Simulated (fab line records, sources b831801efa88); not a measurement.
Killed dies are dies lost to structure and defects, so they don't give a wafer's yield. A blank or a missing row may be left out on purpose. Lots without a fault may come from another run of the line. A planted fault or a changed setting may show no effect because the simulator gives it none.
Which tool did it? | flow sky130 | 10 lots, 30 wafers sampled, at 5 steps of a route of 708

WHAT THE GAUGES READ, wafer by wafer
SKY_VT_ADJUST_LVTN_OVL_MEAS_18.
lot  | measured     | on         | VT_ADJUST_LVTN_01_OVL (nm)
L985 | day 8 02:04  | overlay-01 | -0.6 -3.2 -1.9
L986 | day 8 06:43  | overlay-01 | -1.8 -3.6 -3.2
L988 | day 8 20:33  | overlay-02 | 0.2 0.0 -0.4
L989 | day 9 05:33  | overlay-01 | 1.6 -0.1 0.3
L992 | day 9 22:23  | overlay-02 | -1.2 -2.2 -2.4
L997 | day 11 05:07 | overlay-01 | -2.1 -1.3 -3.8
L105 | day 13 16:18 | overlay-02 | -1.8 -0.7 -1.0
L106 | day 14 01:57 | overlay-02 | -3.1 -2.7 -3.0
L107 | day 14 03:43 | overlay-01 | -1.6 -2.6 -1.4
L108 | day 14 06:18 | overlay-02 | -0.7 0.2 1.5

SKY_VT_ADJUST_NCORE_OVL_MEAS_08.
lot  | measured     | on         | VT_ADJUST_NCORE_OVL (nm)
L985 | day 8 23:07  | overlay-02 | -0.7 0.3 -1.8
L986 | day 9 04:32  | overlay-01 | 1.4 0.6 0.6
L988 | day 9 18:28  | overlay-02 | -1.1 -2.9 -1.5
L989 | day 10 03:56 | overlay-01 | 1.4 2.1 0.8
L992 | day 10 21:35 | overlay-01 | 1.8 1.1 1.5
L997 | day 12 06:20 | overlay-01 | 2.5 3.5 2.5
L105 | day 14 18:14 | overlay-01 | 2.2 -2.1 1.8
L106 | day 15 04:32 | overlay-02 | 0.5 1.8 1.1
L107 | day 15 06:12 | overlay-01 | -0.3 -0.7 3.7
L108 | day 15 09:14 | overlay-02 | -0.8 2.1 0.8

SKY_SONOS_ONO_THK_MEAS_05.
lot  | measured     | on            | SONOS_ONO_CVD_04_THK (nm)
L985 | day 12 00:37 | film_metro-04 | 5.88 5.85 5.83
L986 | day 12 07:35 | film_metro-02 | 6.11 5.98 5.87
L988 | day 12 22:40 | film_metro-03 | 5.87 5.93 5.87
L989 | day 13 11:28 | film_metro-04 | 5.81 5.73 5.89
L992 | day 14 07:28 | film_metro-02 | 5.86 5.98 5.90
L997 | day 15 20:26 | film_metro-03 | 6.19 6.24 6.32
L105 | day 18 14:23 | film_metro-02 | 5.85 6.00 5.82
L106 | day 19 02:10 | film_metro-04 | 5.96 5.89 5.94
L107 | day 19 05:28 | film_metro-03 | 5.97 6.00 5.87
L108 | day 19 07:52 | film_metro-02 | 5.90 5.73 5.83

SKY_GATE_OXIDE_OVL_MEAS_10.
lot  | measured     | on         | GATE_OXIDE_OVL (nm)
L985 | day 14 04:40 | overlay-01 | 3.5 3.0 3.7
L986 | day 14 13:57 | overlay-01 | 2.2 2.0 2.1
L988 | day 15 06:09 | overlay-02 | -1.1 -1.3 1.2
L989 | day 15 18:13 | overlay-02 | 1.5 0.1 -1.0
L992 | day 16 17:11 | overlay-02 | -0.2 0.6 0.7
L997 | day 18 08:13 | overlay-02 | 2.3 0.8 2.4
L105 | day 21 09:09 | overlay-01 | -0.2 1.9 -0.2
L106 | day 21 20:01 | overlay-01 | 2.1 0.2 -0.9
L107 | day 21 22:34 | overlay-02 | 0.6 0.7 1.7
L108 | day 22 01:46 | overlay-02 | 0.1 0.6 0.6

WHICH TOOL RAN EACH LOT (tool, then ch and the chambers of the sampled wafers, then the start)
lot  | SKY_SONOS_ONO_CVD_04
L985 | lpcvd-03 ch 0, day 11 22:44
L986 | lpcvd-03 ch 1, day 12 05:43
L988 | lpcvd-03 ch 0, day 12 21:25
L989 | lpcvd-03 ch 1, day 13 09:35
L992 | lpcvd-03 ch 0, day 14 06:12
L997 | lpcvd-03 ch 1, day 15 19:11
L105 | lpcvd-03 ch 1, day 18 13:08
L106 | lpcvd-03 ch 0, day 19 00:55
L107 | lpcvd-03 ch 1, day 19 04:12
L108 | lpcvd-03 ch 1, day 19 06:37
- SKY_SONOS_ONO_CVD_04: deposits SiO2 from SiH4/N2O, target thk 5.7199 nm.

WHAT THE TOOLS THEMSELVES READ (means of the sampled wafers that have a number; where no wafer has one, the mark that the record gives instead)
SKY_SONOS_ONO_CVD_04.
lot  | tool     | zone_power_upper_pct (%)
L985 | lpcvd-03 | 19.9
L986 | lpcvd-03 | 19.0
L988 | lpcvd-03 | 20.2
L989 | lpcvd-03 | 19.0
L992 | lpcvd-03 | 20.1
L997 | lpcvd-03 | 19.0
L105 | lpcvd-03 | 19.1
L106 | lpcvd-03 | 19.7
L107 | lpcvd-03 | 19.2
L108 | lpcvd-03 | 19.1

THE ANSWER, worked out from the rows above alone
Rule: what is usual is taken from the lots themselves. Put in order of their means at a reading, lots are off if they are a third of the lots or fewer, leave a main group of 4 or more, and stand apart from it by a gap of 3 or more times the standard deviation of the main group's means; of several such gaps the widest counts. A main group whose means are all the same, to the digits that the tables above print for the reading, isn't used. A lot without any number at a reading at which 4 lots or more have one is off too. The other lots that the step has rows for count as sound. The gauges are gone through in route order, then the tools' own readings, and for those a lot's mean is taken as printed above. The first step at which some lot is off is used, and at that step the reading that is off furthest; a lot without a number counts as furthest.
Off: L997, at SKY_SONOS_ONO_THK_MEAS_05 (SONOS_ONO_CVD_04_THK). The main group: mean 5.89 nm, standard deviation 0.055.
A tool fits if, at a process step before that reading, it ran every lot that is off, and no sound lot after the first of them. The gauges at SKY_SONOS_ONO_THK_MEAS_05 are tried like those tools. None of those tried fits.

WHAT THE SIMULATOR HAD PUT IN
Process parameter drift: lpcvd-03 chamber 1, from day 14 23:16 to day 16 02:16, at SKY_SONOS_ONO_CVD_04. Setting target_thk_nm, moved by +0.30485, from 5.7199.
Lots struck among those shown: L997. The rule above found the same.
